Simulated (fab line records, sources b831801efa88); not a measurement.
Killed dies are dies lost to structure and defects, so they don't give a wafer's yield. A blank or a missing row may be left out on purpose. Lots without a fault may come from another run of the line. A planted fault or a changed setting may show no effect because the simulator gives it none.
fab line records | flow sky130 | part 1 of 2: steps 1 to 22 of 31
record lots=5 wafers=15 last_day=50
route steps=708 shown FIELD_ISO@4 NWELL@32
lots that met no fault: from a run of the same line without faults
start_h: hours from the record's first day to the start of the lot's first wafer shown | wait_h: hours since the lot's step before | " the same as in the row above | L1.1+2: a row that stands for several wafers | - no value, or no start given | * or withheld: withheld | < > ~ a bound
route shown NAME@n: a module of which the file shows steps, and the number in the route of the first | usual: mean/standard deviation of fault-free wafers | same: alike in all rows | chamber/n: place in a boat | sites: the reading at each site | _std_site: their standard deviation | _edge_site: outer sites' mean less inner sites' | radius_mm: how far each site lies from the wafer's centre | mask NAME#n: copy n | behind: the tool/chamber that last shaped the wafer | hold: why the lot was held/for how many hours/how that ended | device: the transistor (n, p or np) that didn't switch | end of line: the same wafers' tests at the end of the route | a step without rows: its recipe alone | killed: dies lost to structure and defects at the first sort, not the wafer's yield | map: a wafer's dies, x killed, . not, _ none there
set.NAME: the setting as run; set.NAME@STEP: as run at that earlier step | model.NAME: the simulator's own value behind a step, which no gauge read
lots at some steps of the route; a table a step, a row a wafer
services: from which hour (start_h, from the record's first day; less than 0 if before it) a tool's chamber was out of use, for how many hours, and why
## steps
# step SKY_FIELD_ISO_CVD_03
# recipe material=Si3N4 precursor=DCS/NH3 target_thk_nm=165 temp_c=770 time_s=2830 pressure_mtorr=250
# usual spike_tc_upper_C=770.2/1.6 zone_power_top_pct=25.9/2
# same time_s=2830
# columns lot.wafer tool chamber start_h wait_h spike_tc_upper_C zone_power_top_pct
L075.1 lpcvd-02 1 17.61 0.1 770.8 24.6
L075.2 " 1 " " 771.6 23.8
L075.5 " 1 " " 772.1 23.8
L078.2 lpcvd-02 1 32.86 1.2 771.7 24.2
L078.3 " 1 " " 772.7 24.3
L078.4 " 1 " " 771.8 24.1
L082.4 lpcvd-02 1 57.09 0.9 770.9 24.3
L082.5 " 1 " " 771.3 24.1
L082.6 " 1 " " 771.2 24.2
L089.1 lpcvd-02 1 87.49 0.8 772.2 24.2
L089.3 " 1 " " 770.9 24.2
L089.5 " 1 " " 770.6 24.2
L094.1 lpcvd-02 1 113.76 0.1 770.5 24.4
L094.3 " 1 " " 772.7 23.8
L094.6 " 1 " " 770.6 24.3
# step SKY_FIELD_ISO_THK_MEAS_04
# recipe reads=Si3N4_of_FIELD_ISO_CVD_03
# usual FIELD_ISO_CVD_03_THK=165.3/1.5
# columns lot.wafer tool chamber start_h wait_h FIELD_ISO_CVD_03_THK[nm]
L075.1 film_metro-01 - 19.39 0.0 168.6
L075.2 " - " " 166.1
L075.5 " - " " 166.1
L078.2 film_metro-03 - 34.66 0.0 165.6
L078.3 " - " " 163.8
L078.4 " - " " 164.8
L082.4 film_metro-03 - 58.91 0.0 164.5
L082.5 " - " " 163.0
L082.6 " - " " 165.9
L089.1 film_metro-01 - 89.27 0.0 165.5
L089.3 " - " " 163.6
L089.5 " - " " 165.2
L094.1 film_metro-02 - 115.55 0.0 165.7
L094.3 " - " " 166.0
L094.6 " - " " 166.1
# step SKY_FIELD_ISO_DEHYDRATE_05
# recipe temp_c=200 time_s=60
# usual chill_plate_temp_C=23.01/0.09 heater_power_total_W=160.38/0.13 plate_temp_C=199.97/0.16 resist_line_temp_C=22.99/0.1
# same time_s=60
# columns lot.wafer tool chamber start_h wait_h chill_plate_temp_C heater_power_total_W plate_temp_C resist_line_temp_C
L075.1 litho_track-03 0 25.85 6.4 22.97 160.53 199.65 23.12
L075.2 " 0 " " 23.01 160.18 199.77 22.97
L075.5 " 0 " " 23.05 160.31 199.65 23.03
L078.2 litho_track-02 0 41.56 6.9 22.99 160.30 199.65 23.06
L078.3 " 0 " " 23.05 160.35 199.87 23.19
L078.4 " 0 " " 23.16 160.18 199.69 23.19
L082.4 litho_track-01 0 65.77 6.8 23.11 160.31 199.98 23.01
L082.5 " 0 " " 23.08 160.18 199.76 23.15
L082.6 " 0 " " 22.98 160.44 199.84 22.90
L089.1 litho_track-03 0 97.50 8.2 22.96 160.50 199.78 23.00
L089.3 " 0 " " 22.98 160.42 199.84 22.87
L089.5 " 0 " " 23.08 160.34 200.07 22.85
L094.1 litho_track-02 0 124.59 9.0 22.90 160.35 200.03 22.90
L094.3 " 0 " " 23.15 160.41 200.20 23.04
L094.6 " 0 " " 23.05 160.34 199.97 22.98
# step SKY_FIELD_ISO_HMDS_06
# recipe prime_time_s=60 prime_temp_c=120
# usual chill_plate_temp_C=23.02/0.099 resist_line_temp_C=22.99/0.095
# columns lot.wafer tool chamber start_h wait_h chill_plate_temp_C resist_line_temp_C
L075.1 litho_track-03 0 26.00 0.1 23.10 23.05
L075.2 " 0 " " 23.07 22.92
L075.5 " 0 " " 23.01 23.20
L078.2 litho_track-02 0 41.71 0.1 23.09 22.87
L078.3 " 0 " " 22.88 22.94
L078.4 " 0 " " 23.19 22.96
L082.4 litho_track-01 0 65.92 0.1 23.03 22.98
L082.5 " 0 " " 23.21 22.84
L082.6 " 0 " " 23.22 23.04
L089.1 litho_track-03 0 97.65 0.1 22.99 23.00
L089.3 " 0 " " 23.04 23.01
L089.5 " 0 " " 22.96 22.87
L094.1 litho_track-02 0 124.74 0.1 23.07 22.94
L094.3 " 0 " " 23.19 22.96
L094.6 " 0 " " 23.16 22.98
# step SKY_FIELD_ISO_COAT_07
# recipe resist=BARC temp_c=withheld time_s=withheld spin_rpm=3000 resist_thk_nm=60
# usual chill_plate_temp_C=* resist_line_temp_C=*
# columns lot.wafer tool chamber start_h wait_h chill_plate_temp_C resist_line_temp_C
L075.1 litho_track-03 0 26.15 0.1 * *
L075.2 " 0 " " * *
L075.5 " 0 " " * *
L078.2 litho_track-02 0 41.86 0.1 * *
L078.3 " 0 " " * *
L078.4 " 0 " " * *
L082.4 litho_track-01 0 66.07 0.1 * *
L082.5 " 0 " " * *
L082.6 " 0 " " * *
L089.1 litho_track-03 0 97.80 0.1 * *
L089.3 " 0 " " * *
L089.5 " 0 " " * *
L094.1 litho_track-02 0 124.89 0.1 * *
L094.3 " 0 " " * *
L094.6 " 0 " " * *
# step SKY_FIELD_ISO_COAT_08
# recipe resist=KrF-thick spin_rpm=3000 resist_thk_nm=450
# usual chill_plate_temp_C=23.01/0.096 resist_line_temp_C=22.99/0.11
# columns lot.wafer tool chamber start_h wait_h chill_plate_temp_C resist_line_temp_C
L075.1 litho_track-03 0 - - 23.13 23.04
L075.2 " 0 " " 23.06 22.99
L075.5 " 0 " " 23.08 23.11
L078.2 litho_track-02 0 - - 22.99 23.09
L078.3 " 0 " " 23.08 23.14
L078.4 " 0 " " 22.85 22.92
L082.4 litho_track-01 0 - - 22.97 22.99
L082.5 " 0 " " 22.97 22.82
L082.6 " 0 " " 22.97 22.90
L089.1 litho_track-03 0 - - 23.00 23.14
L089.3 " 0 " " 23.17 22.96
L089.5 " 0 " " 23.18 22.89
L094.1 litho_track-02 0 - - 22.96 23.04
L094.3 " 0 " " 23.13 23.15
L094.6 " 0 " " 23.09 22.98
# step SKY_FIELD_ISO_SOFTBAKE_09
# recipe temp_c=100 time_s=90 resist=KrF-thick
# usual chill_plate_temp_C=22.98/0.097 heater_power_total_W=57.36/0.11 plate_temp_C=99.98/0.12 resist_line_temp_C=23.00/0.11
# same time_s=90
# columns lot.wafer tool chamber start_h wait_h chill_plate_temp_C heater_power_total_W plate_temp_C resist_line_temp_C
L075.1 litho_track-03 0 - - 22.82 57.44 100.04 22.92
L075.2 " 0 " " 23.02 57.20 99.83 23.09
L075.5 " 0 " " 22.72 57.37 99.92 22.98
L078.2 litho_track-02 0 - - 23.00 57.37 99.83 23.18
L078.3 " 0 " " 23.15 57.20 99.86 23.02
L078.4 " 0 " " 22.98 57.35 100.02 23.15
L082.4 litho_track-01 0 - - 22.95 57.51 100.07 22.95
L082.5 " 0 " " 22.92 57.40 100.15 22.89
L082.6 " 0 " " 23.05 57.20 99.91 22.89
L089.1 litho_track-03 0 - - 23.12 57.49 99.84 22.89
L089.3 " 0 " " 23.11 57.47 99.94 23.03
L089.5 " 0 " " 23.10 57.30 99.85 23.04
L094.1 litho_track-02 0 - - 22.93 57.37 100.04 23.05
L094.3 " 0 " " 22.96 57.32 99.97 22.85
L094.6 " 0 " " 23.07 57.18 100.04 23.06
# step SKY_FIELD_ISO_EXPOSE_10
# recipe mask_id=FOM na=0.68 source_shape=annular sigma_inner=0.4 sigma_outer=0.8 target_cd_nm=150 dose_mj=28
# columns lot.wafer tool chamber start_h wait_h mask
L075.1+2+5 krf_scanner-02 0 - - FOM#0
L078.2+3+4 krf_scanner-02 0 - - FOM#0
L082.4+5+6 krf_scanner-02 0 - - FOM#0
L089.1+3+5 krf_scanner-02 0 - - FOM#0
L094.1+3+6 krf_scanner-02 0 - - FOM#0
# step SKY_FIELD_ISO_PEB_11
# recipe peb_temp_c=withheld peb_time_s=withheld resist=KrF-thick
# usual chill_plate_temp_C=* resist_line_temp_C=*
# columns lot.wafer tool chamber start_h wait_h chill_plate_temp_C resist_line_temp_C
L075.1 litho_track-02 0 - - * *
L075.2 " 0 " " * *
L075.5 " 0 " " * *
L078.2 litho_track-02 0 - - * *
L078.3 " 0 " " * *
L078.4 " 0 " " * *
L082.4 litho_track-02 0 - - * *
L082.5 " 0 " " * *
L082.6 " 0 " " * *
L089.1 litho_track-01 0 - - * *
L089.3 " 0 " " * *
L089.5 " 0 " " * *
L094.1 litho_track-03 0 - - * *
L094.3 " 0 " " * *
L094.6 " 0 " " * *
# step SKY_FIELD_ISO_DEVELOP_12
# recipe develop_time_s=60 resist=KrF-thick dev_temp_c=21
# usual chill_plate_temp_C=23.01/0.12 resist_line_temp_C=23.00/0.1
# columns lot.wafer tool chamber start_h wait_h chill_plate_temp_C resist_line_temp_C
L075.1 litho_track-02 0 - - 22.97 23.09
L075.2 " 0 " " 22.99 23.09
L075.5 " 0 " " 22.76 23.15
L078.2 litho_track-02 0 - - 22.99 23.24
L078.3 " 0 " " 22.97 22.93
L078.4 " 0 " " 23.11 23.06
L082.4 litho_track-02 0 - - 23.11 23.02
L082.5 " 0 " " 23.02 22.83
L082.6 " 0 " " 23.03 23.00
L089.1 litho_track-01 0 - - 22.77 23.13
L089.3 " 0 " " 22.95 23.00
L089.5 " 0 " " 23.06 23.10
L094.1 litho_track-03 0 - - 23.12 22.93
L094.3 " 0 " " 23.08 23.08
L094.6 " 0 " " 23.11 23.13
# step SKY_FIELD_ISO_CD_MEAS_13
# recipe target_cd_nm=150
# usual cd_nm=150.3/1.5
# columns lot.wafer tool chamber start_h wait_h cd_nm
L075.1 cd_sem-01 - 33.69 - 150.1
L075.2 " - " " 149.6
L075.5 " - " " 148.2
L078.2 cd_sem-01 - 49.86 - 152.3
L078.3 " - " " 151.0
L078.4 " - " " 152.9
L082.4 cd_sem-02 - 74.65 - 149.7
L082.5 " - " " 150.1
L082.6 " - " " 151.0
L089.1 cd_sem-02 - 106.89 - 150.6
L089.3 " - " " 148.9
L089.5 " - " " 149.8
L094.1 cd_sem-02 - 134.90 - 147.6
L094.3 " - " " 148.3
L094.6 " - " " 147.4
# step SKY_FIELD_ISO_ETCH_14
# recipe chemistry=N2/H2 target=BARC ion_energy_ev=200 source_w=500 bias_w=100 pressure_mtorr=30 n2_flow_sccm=100 h2_flow_sccm=200 stop_on=SiO2 time_s=45.9 target_depth_a=600
# usual drypump_motor_current_A=5.9/0.31 oes_product_au=0.855/0.0047 throttle_valve_pct=13.226/0.0086
# same time_s=45.9
# columns lot.wafer tool chamber start_h wait_h drypump_motor_current_A oes_product_au rf_hours_counter_h throttle_valve_pct
L075.1 rie_diel-01 1 33.81 0.1 5.6 0.852 142 13.217
L075.2 " 0 " " 5.6 0.858 5 13.225
L075.5 " 3 " " 5.5 0.855 - 13.247
L078.2 rie_diel-01 1 49.96 0.1 5.6 0.859 142 13.237
L078.3 " 2 " " 6.1 0.856 158 13.228
L078.4 " 0 " " 5.6 0.864 5 13.234
L082.4 rie_diel-03 3 74.71 0.0 5.9 0.860 68 13.210
L082.5 " 0 " " 6.5 0.853 - 13.224
L082.6 " 1 " " 6.4 0.863 - 13.218
L089.1 rie_diel-04 3 107.01 0.1 5.7 0.855 164 13.245
L089.3 " 1 " " 6.2 0.855 120 13.217
L089.5 " 3 " " 5.7 0.857 - 13.226
L094.1 rie_diel-01 1 135.02 0.1 5.6 0.858 143 13.227
L094.3 " 0 " " 5.6 0.860 7 13.231
L094.6 " 1 " " 5.6 0.854 - 13.219
# step SKY_FIELD_ISO_ETCH_15
# recipe chemistry=CHF3/O2 target_depth_nm=180 stop_on=Si source_w=600 bias_w=200 pressure_mtorr=40 chf3_flow_sccm=50 O2_flow_sccm=5 time_s=72
# usual drypump_motor_current_A=5.9/0.31 oes_product_au=0.947/0.0065 throttle_valve_pct=8.845/0.0087
# same time_s=72
# columns lot.wafer tool chamber start_h wait_h drypump_motor_current_A oes_product_au rf_hours_counter_h throttle_valve_pct
L075.1 rie_diel-01 1 33.85 0.0 5.6 0.953 142 8.850
L075.2 " 0 " " 5.6 0.958 5 8.841
L075.5 " 3 " " 5.5 0.953 - 8.844
L078.2 rie_diel-01 1 50.00 0.0 5.6 0.949 142 8.838
L078.3 " 2 " " 6.1 0.945 158 8.846
L078.4 " 0 " " 5.6 0.937 5 8.846
L082.4 rie_diel-03 3 74.75 0.0 5.9 0.940 68 8.843
L082.5 " 0 " " 6.6 0.941 - 8.836
L082.6 " 1 " " 6.3 0.946 - 8.833
L089.1 rie_diel-04 3 107.05 0.0 5.7 0.948 164 8.852
L089.3 " 1 " " 6.2 0.939 120 8.847
L089.5 " 3 " " 5.7 0.942 - 8.858
L094.1 rie_diel-01 1 135.06 0.0 5.6 0.948 143 8.818
L094.3 " 0 " " 5.6 0.938 7 8.832
L094.6 " 1 " " 5.6 0.951 - 8.839
# step SKY_FIELD_ISO_STRIP_16
# recipe chemistry=O2/N2 power_w=1400 pressure_mtorr=1500 platen_temp_c=withheld o2_flow_sccm=3000 n2_flow_sccm=300 overash_fraction=0.5
# usual drypump_motor_current_A=5.5/0.48 oes_product_au=0.377/0.0047 strip_time_to_endpoint_s=3.54/0.035
# same overash_fraction=0.5
# columns lot.wafer tool chamber start_h wait_h drypump_motor_current_A oes_product_au rf_hours_counter_h strip_time_to_endpoint_s
L075.1 plasma_asher-03 1 33.91 0.0 5.5 0.383 35 3.46
L075.2 " 0 " " 4.8 0.373 35 3.55
L075.5 " 0 " " 4.8 0.374 - 3.56
L078.2 plasma_asher-03 1 50.06 0.0 5.5 0.374 36 3.45
L078.3 " 1 " " 5.5 0.379 - 3.53
L078.4 " 0 " " 4.8 0.371 - 3.54
L082.4 plasma_asher-03 1 74.84 0.1 5.5 0.372 - 3.52
L082.5 " 1 " " 5.5 0.376 - 3.54
L082.6 " 0 " " 4.8 0.377 - 3.56
L089.1 plasma_asher-01 1 107.11 0.0 5.2 0.380 39 3.58
L089.3 " 0 " " 5.5 0.371 - 3.55
L089.5 " 1 " " 5.2 0.387 - 3.56
L094.1 plasma_asher-02 1 135.12 0.0 6.1 0.369 34 3.48
L094.3 " 0 " " 6.0 0.378 - 3.57
L094.6 " 1 " " 6.2 0.374 - 3.44
# step SKY_FIELD_ISO_ETCH_17
# recipe target_depth_a=3420 mask_material=Si3N4 chemistry=HBr/Cl2/O2 target=Si taper_deg=5 icp_w=600 bias_w=150 pressure_mtorr=15 HBr_flow_sccm=150 Cl2_flow_sccm=40 O2_flow_sccm=6 time_s=97.7
# usual drypump_motor_current_A=5.5/0.32 oes_product_au=1.004/0.011 throttle_valve_pct=25.654/0.012
# same time_s=97.7
# columns lot.wafer tool chamber start_h wait_h drypump_motor_current_A oes_product_au rf_hours_counter_h throttle_valve_pct
L075.1 rie_si-02 2 34.01 0.1 5.3 1.008 82 25.670
L075.2 " 3 " " 5.3 1.002 1 25.645
L075.5 " 1 " " 5.6 1.012 - 25.642
L078.2 rie_si-02 2 50.16 0.1 5.3 1.009 82 25.650
L078.3 " 1 " " 5.6 1.018 131 25.641
L078.4 " 1 " " 5.6 1.022 - 25.637
L082.4 rie_si-02 1 74.94 0.1 5.6 1.015 - 25.639
L082.5 " 3 " " 5.3 0.999 - 25.653
L082.6 " 2 " " 5.3 0.992 - 25.667
L089.1 rie_si-02 1 107.21 0.1 5.6 1.012 132 25.643
L089.3 " 0 " " 5.4 0.997 37 25.649
L089.5 " 2 " " 5.3 0.991 - 25.666
L094.1 rie_si-02 0 135.22 0.1 5.4 1.017 37 25.658
L094.3 " 3 " " 5.3 1.005 2 25.654
L094.6 " 1 " " 5.6 1.023 - 25.622
# step SKY_FIELD_ISO_WET_ETCH_18
# recipe chemistry=H3PO4 target_depth_nm=25 temp_c=160 target=Si3N4 time_s=286
# usual bath_guard_temp_C=160.0/0.5
# same time_s=286
# columns lot.wafer tool chamber start_h wait_h bath_guard_temp_C
L075.1 wet_bench-02 2 34.08 0.0 160.4
L075.2 " 2 " " 160.3
L075.5 " 2 " " 160.5
L078.2 wet_bench-04 3 50.23 0.0 159.5
L078.3 " 3 " " 159.3
L078.4 " 3 " " 159.8
L082.4 wet_bench-03 2 74.98 0.0 159.7
L082.5 " 2 " " 159.8
L082.6 " 2 " " 160.2
L089.1 wet_bench-02 3 107.28 0.0 159.4
L089.3 " 3 " " 159.5
L089.5 " 3 " " 159.2
L094.1 wet_bench-02 2 135.29 0.0 160.4
L094.3 " 2 " " 160.6
L094.6 " 2 " " 160.6
# step SKY_FIELD_ISO_CLEAN_19
# recipe chemistry=SC1/SC2 mix=1:4:20 temp_c=70 time_s=150
# usual bath_guard_temp_C=70.0/0.44
# same time_s=150
# columns lot.wafer tool chamber start_h wait_h bath_guard_temp_C
L075.1 wet_bench-03 0 34.17 0.0 70.0
L075.2 " 0 " " 70.3
L075.5 " 0 " " 70.2
L078.2 wet_bench-02 3 50.32 0.0 69.5
L078.3 " 3 " " 69.2
L078.4 " 3 " " 69.4
L082.4 wet_bench-02 3 75.08 0.0 69.2
L082.5 " 3 " " 69.6
L082.6 " 3 " " 69.5
L089.1 wet_bench-03 2 107.37 0.0 69.9
L089.3 " 2 " " 70.1
L089.5 " 2 " " 69.8
L094.1 wet_bench-03 2 135.38 0.0 69.9
L094.3 " 2 " " 69.8
L094.6 " 2 " " 69.9
# step SKY_FIELD_ISO_CLEAN_20
# recipe chemistry=dHF time_s=20 dilution=100:1
# same time_s=20
# columns lot.wafer tool chamber start_h wait_h
L075.1+2+5 wet_bench-04 0 34.22 0.0
L078.2+3+4 wet_bench-03 0 50.37 0.0
L082.4+5+6 wet_bench-04 2 75.13 0.0
L089.1+3+5 wet_bench-02 0 107.47 0.0
L094.1+3+6 wet_bench-04 0 135.43 0.0
# step SKY_FIELD_ISO_WET_ETCH_21
# recipe chemistry=dHF dilution=100:1 target_depth_nm=20 dry=ipa_marangoni target=SiO2 temp_c=25 time_s=400
# same time_s=400
# columns lot.wafer tool chamber start_h wait_h
L075.1+2+5 wet_bench-03 2 34.23 0.0
L078.2+3+4 wet_bench-04 3 50.38 0.0
L082.4+5+6 wet_bench-03 3 75.14 0.0
L089.1+3+5 wet_bench-03 0 107.48 0.0
L094.1+3+6 wet_bench-02 1 135.44 0.0
# step SKY_FIELD_ISO_OXIDATION_22
# recipe temp_c=950 ambient=O2 stabilise_s=600 purge_s=300 target_thk_a=100 ox_time_s=623
# usual ox_temp_c_max=954.0/2.3 spike_tc_upper_C=949.9/1.1 zone_power_top_pct=44.5/1.3
# columns lot.wafer tool chamber start_h wait_h ox_temp_c_max spike_tc_upper_C zone_power_top_pct
L075.1 furnace-01 0 34.56 0.2 952.6 948.0 45.9
L075.2 " 0 " " 951.3 948.8 45.7
L075.5 " 0 " " 951.8 951.2 45.5
L078.2 furnace-02 0 55.01 4.5 956.8 948.7 43.1
L078.3 " 0 " " 957.8 952.8 43.0
L078.4 " 0 " " 956.8 951.6 42.7
L082.4 furnace-01 0 75.38 0.1 952.5 948.9 45.5
L082.5 " 0 " " 952.4 950.7 45.4
L082.6 " 0 " " 951.6 949.3 45.0
L089.1 furnace-01 0 108.31 0.6 952.4 951.2 45.7
L089.3 " 0 " " 951.9 951.2 45.3
L089.5 " 0 " " 952.8 949.0 45.4
L094.1 furnace-02 0 136.63 1.1 955.4 951.1 41.9
L094.3 " 0 " " 954.2 948.8 42.7
L094.6 " 0 " " 956.5 952.1 43.1
# step SKY_FIELD_ISO_THK_MEAS_23
# recipe reads=SiO2_of_FIELD_ISO_OXIDATION_22
# usual FIELD_ISO_OXIDATION_01_THK=10.05/0.18
# columns lot.wafer tool chamber start_h wait_h FIELD_ISO_OXIDATION_01_THK[nm]
L075.1 film_metro-01 - 35.73 0.0 10.07
L075.2 " - " " 9.83
L075.5 " - " " 10.04
L078.2 film_metro-02 - 56.19 0.0 10.21
L078.3 " - " " 10.14
L078.4 " - " " 10.18
L082.4 film_metro-01 - 76.58 0.0 10.07
L082.5 " - " " 10.05
L082.6 " - " " 10.00
L089.1 film_metro-01 - 109.48 0.0 10.22
L089.3 " - " " 9.97
L089.5 " - " " 10.14
L094.1 film_metro-02 - 137.81 0.0 10.45
L094.3 " - " " 10.20
L094.6 " - " " 10.08
# step SKY_FIELD_ISO_CVD_24
# recipe material=SiO2 target_thk_nm=595 temp_c=650 sigma_open_frac=0.3 time_s=99.2 sih4_flow_sccm=60 pressure_mtorr=6
# same time_s=99.2
# columns lot.wafer tool chamber start_h wait_h
L075.1+2+5 hdpcvd-01 0,1,2 35.79 0.1
L078.2+3+4 hdpcvd-01 2,1,1 56.24 0.0
L082.4+5+6 hdpcvd-01 0,1,2 76.65 0.1
L089.1+3+5 hdpcvd-01 2,1,2 109.54 0.1
L094.1+3+6 hdpcvd-02 0,1,1 137.87 0.1
